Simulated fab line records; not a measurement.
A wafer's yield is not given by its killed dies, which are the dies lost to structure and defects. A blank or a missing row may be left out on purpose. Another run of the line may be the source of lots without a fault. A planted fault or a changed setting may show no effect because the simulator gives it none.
Which tool is to blame? + flow sky130 + 11 lots with 33 wafers sampled at 5 steps, on a route of 708 steps

WHAT THE GAUGES READ, wafer by wafer
SKY_LI_CONTACT_THK_MEAS_23: measures by xrf.
| lot  | measured     | on            | LI_CONTACT_W_THK (nm) |
|------|--------------|---------------|-----------------------|
| L931 | day 30 06:04 | film-metro-04 | 411 409 406           |
| L932 | day 30 21:34 | film-metro-04 | 403 408 398           |
| L934 | day 31 21:50 | film-metro-01 | 397 388 404           |
| L935 | day 32 02:03 | film-metro-02 | 412 408 396           |
| L936 | day 32 09:45 | film-metro-02 | 406 403 402           |
| L942 | day 34 09:20 | film-metro-04 | 389 402 394           |
| L943 | day 34 20:03 | film-metro-01 | 396 399 402           |
| L947 | day 36 09:57 | film-metro-04 | 395 406 394           |
| L949 | day 36 19:53 | film-metro-01 | 395 406 390           |
| L948 | day 36 21:02 | film-metro-04 | 392 386 389           |
| L950 | day 37 03:23 | film-metro-04 | 392 393 391           |

SKY_LOCAL_INTERCONNECT_THK_MEAS_02: measures by xrf.
| lot  | measured     | on            | LOCAL_INTERCONNECT_TIN_THK (nm) |
|------|--------------|---------------|---------------------------------|
| L931 | day 30 06:37 | film-metro-02 | 98.8 98.2 98.1                  |
| L932 | day 30 22:07 | film-metro-02 | 100.9 100.3 101.2               |
| L934 | day 31 22:23 | film-metro-04 | 99.8 99.5 99.8                  |
| L935 | day 32 02:43 | film-metro-02 | 98.9 99.5 99.2                  |
| L936 | day 32 10:18 | film-metro-02 | 100.2 100.1 100.6               |
| L942 | day 34 09:53 | film-metro-04 | 101.6 101.8 100.9               |
| L943 | day 34 20:35 | film-metro-04 | 100.1 98.8 99.3                 |
| L947 | day 36 10:30 | film-metro-02 | 98.6 99.9 98.5                  |
| L949 | day 36 20:43 | film-metro-03 | 98.4 99.6 98.4                  |
| L948 | day 36 21:38 | film-metro-04 | 98.1 98.9 98.3                  |
| L950 | day 37 03:55 | film-metro-02 | 99.3 99.8 99.8                  |

SKY_CONTACT_THK_MEAS_01.
| lot  | measured     | on            | CONTACT_CVD_00_THK (nm) |
|------|--------------|---------------|-------------------------|
| L931 | day 31 12:08 | film-metro-03 | 76.6 75.8 76.0          |
| L932 | day 32 03:40 | film-metro-02 | 76.0 76.0 76.5          |
| L934 | day 33 03:53 | film-metro-02 | 76.6 75.0 75.7          |
| L935 | day 33 08:54 | film-metro-03 | 73.7 73.2 74.4          |
| L936 | day 33 15:30 | film-metro-02 | 75.6 74.8 75.9          |
| L942 | day 35 15:00 | film-metro-03 | 75.3 74.8 75.9          |
| L943 | day 36 02:40 | film-metro-01 | 74.7 74.9 75.6          |
| L947 | day 37 16:48 | film-metro-03 | 74.4 74.3 74.4          |
| L949 | day 38 02:11 | film-metro-01 | 75.2 74.0 75.6          |
| L948 | day 38 03:33 | film-metro-02 | 75.7 62.4 77.1          |
| L950 | day 38 09:20 | film-metro-03 | 62.0 76.5 76.6          |

TOOL THAT RAN EACH LOT (tool first, then ch and the chambers of the sampled wafers, then the start)
| lot  | SKY_LOCAL_INTERCONNECT_ETCH_13    | SKY_CONTACT_CVD_00              |
|------|-----------------------------------|---------------------------------|
| L931 | rie-metal-02 ch 0,1, day 31 11:21 | pecvd-02 ch 1,2, day 31 12:05   |
| L932 | rie-metal-01 ch 0,1, day 32 02:55 | pecvd-02 ch 0,1,2, day 32 03:38 |
| L934 | rie-metal-02 ch 0,1, day 33 03:04 | pecvd-02 ch 0,1,2, day 33 03:50 |
| L935 | rie-metal-04 ch 0,1, day 33 08:09 | pecvd-03 ch 1,2, day 33 08:52   |
| L936 | rie-metal-04 ch 0,1, day 33 14:45 | pecvd-02 ch 0,2, day 33 15:28   |
| L942 | rie-metal-04 ch 0,1, day 35 14:15 | pecvd-02 ch 0,1,2, day 35 14:57 |
| L943 | rie-metal-02 ch 0,1, day 36 01:55 | pecvd-04 ch 0,1,2, day 36 02:37 |
| L947 | rie-metal-01 ch 0,1, day 37 16:03 | pecvd-03 ch 1,2, day 37 16:45   |
| L949 | rie-metal-01 ch 0,1, day 38 01:27 | pecvd-03 ch 0,1, day 38 02:09   |
| L948 | rie-metal-01 ch 0,1, day 38 02:48 | pecvd-02 ch 0,1,2, day 38 03:31 |
| L950 | rie-metal-01 ch 0,1, day 38 08:36 | pecvd-02 ch 0,1,2, day 38 09:18 |
- SKY_LOCAL_INTERCONNECT_ETCH_13: etches BARC in N2/H2, stops on SiO2, time 45.9 s, target depth 60 nm.
- SKY_CONTACT_CVD_00: deposits Si3N4, target thk 75 nm.

AS READ BY THE TOOLS THEMSELVES (means over the sampled wafers that have a number; for cases with no such wafer, the mark the record gives instead)
SKY_LOCAL_INTERCONNECT_ETCH_13.
| lot  | tool         | drypump-motor-current-A (A) | oes-product-au (a.u.) | throttle-valve-pct (%) |
|------|--------------|-----------------------------|-----------------------|------------------------|
| L931 | rie-metal-02 | 6.03                        | 0.856                 | 13.218                 |
| L932 | rie-metal-01 | 5.51                        | 0.855                 | 13.227                 |
| L934 | rie-metal-02 | 5.93                        | 0.851                 | 13.228                 |
| L935 | rie-metal-04 | 6.03                        | 0.856                 | 13.213                 |
| L936 | rie-metal-04 | 5.89                        | 0.852                 | 13.225                 |
| L942 | rie-metal-04 | 5.88                        | 0.857                 | 13.219                 |
| L943 | rie-metal-02 | 5.93                        | 0.857                 | 13.225                 |
| L947 | rie-metal-01 | 5.82                        | 0.853                 | 13.226                 |
| L949 | rie-metal-01 | 5.50                        | 0.856                 | 13.225                 |
| L948 | rie-metal-01 | 5.50                        | 0.852                 | 13.219                 |
| L950 | rie-metal-01 | 5.51                        | 0.852                 | 13.214                 |

SKY_CONTACT_CVD_00.
| lot  | tool     | heater-power-outer-w (W) | heater-power-w (W) |
|------|----------|--------------------------|--------------------|
| L931 | pecvd-02 | 443                      | 775                |
| L932 | pecvd-02 | 408                      | 707                |
| L934 | pecvd-02 | 412                      | 707                |
| L935 | pecvd-03 | 377                      | 667                |
| L936 | pecvd-02 | 328                      | 571                |
| L942 | pecvd-02 | 353                      | 620                |
| L943 | pecvd-04 | 382                      | 659                |
| L947 | pecvd-03 | 370                      | 635                |
| L949 | pecvd-03 | 402                      | 634                |
| L948 | pecvd-02 | 382                      | 672                |
| L950 | pecvd-02 | 408                      | 689                |

THE ANSWER, worked out from the rows above alone
Rule: the usual values come from the lots themselves. The widest of any qualifying gaps counts: lots, ordered by their means at a reading, are off when they make up no more than a third of the lots, leave a main group of 4 or more, and stand apart from it by 3 or more times the standard deviation of that group's means. If all means in a main group match to the digits the tables above print for the reading, that group is not used. A lot without any number at a reading at which 4 lots or more have one is off too. Any other lot the step has rows for is counted as sound. The gauges are gone through in route order, then the tools' own readings, and for those a lot's mean is taken as printed above. At the first step where some lot is off, the reading lying furthest off is the one used; lots without a number count as furthest.
No lot is off at any reading shown: from this, nothing can be told.

WHAT THE SIMULATOR HAD PUT IN
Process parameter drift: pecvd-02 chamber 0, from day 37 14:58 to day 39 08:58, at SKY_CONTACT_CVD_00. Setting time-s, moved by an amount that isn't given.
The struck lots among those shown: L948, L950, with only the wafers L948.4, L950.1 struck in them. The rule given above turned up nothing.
